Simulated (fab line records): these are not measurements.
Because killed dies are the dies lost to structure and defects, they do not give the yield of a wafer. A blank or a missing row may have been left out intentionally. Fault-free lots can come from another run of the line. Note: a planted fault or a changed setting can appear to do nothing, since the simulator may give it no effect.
Chamber matching	flow gf180mcu	pecvd-02 running GF_V5_CVD_02: 3 sister chambers
The step deposits SiO2 from TEOS, target thk 1450 nm, time 163.28 s. 6 wafers are shown with their chamber, then 7 later ones without.

== WAFERS, EACH WITH ITS CHAMBER ==
wafer	chamber	heater power w (W)	rf fwd power W (W)
L256.3	1	726	597.7
L258.3	2	508	597.1
L258.4	2	546	595.4
L258.5	0	875	594.9
L264.1	0	795	594.8
L264.3	1	741	597.5

== WAFERS WITH NO CHAMBER GIVEN ==
wafer	heater power w (W)	rf fwd power W (W)
L264.4	461	597.0
L266.1	872	595.2
L266.3	470	597.5
L266.6	714	594.3
L273.2	835	596.5
L273.4	450	597.6
L273.6	711	599.2

== WHICH CHAMBER EACH WENT THROUGH ==
wafer	from the rows above	in truth
L264.4	2	2
L266.1	0	0
L266.3	2	2
L266.6	can't be placed: 0 or 1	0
L273.2	can't be placed: 0 or 1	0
L273.4	2	2
L273.6	1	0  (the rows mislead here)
Correctly placed: 4 of 7. Cannot be placed on the basis of these rows: 2; the candidates contain the true chamber in 2. Number placed wrongly: 1.
How it was worked out, from the rows above alone: a wafer's distance from a chamber is the root of the sum, over the readings, of the square of ((its reading less the chamber's mean) divided by the reading's scatter). The wafer belongs to the nearest chamber; if the next one is less than 2 further off, it can't be placed. The mean given for a chamber averages the wafers shown for that chamber. The scatter is the square root of a quotient: the sum, over the shown wafers, of each reading's squared deviation from its chamber's mean, divided by wafers minus chambers.
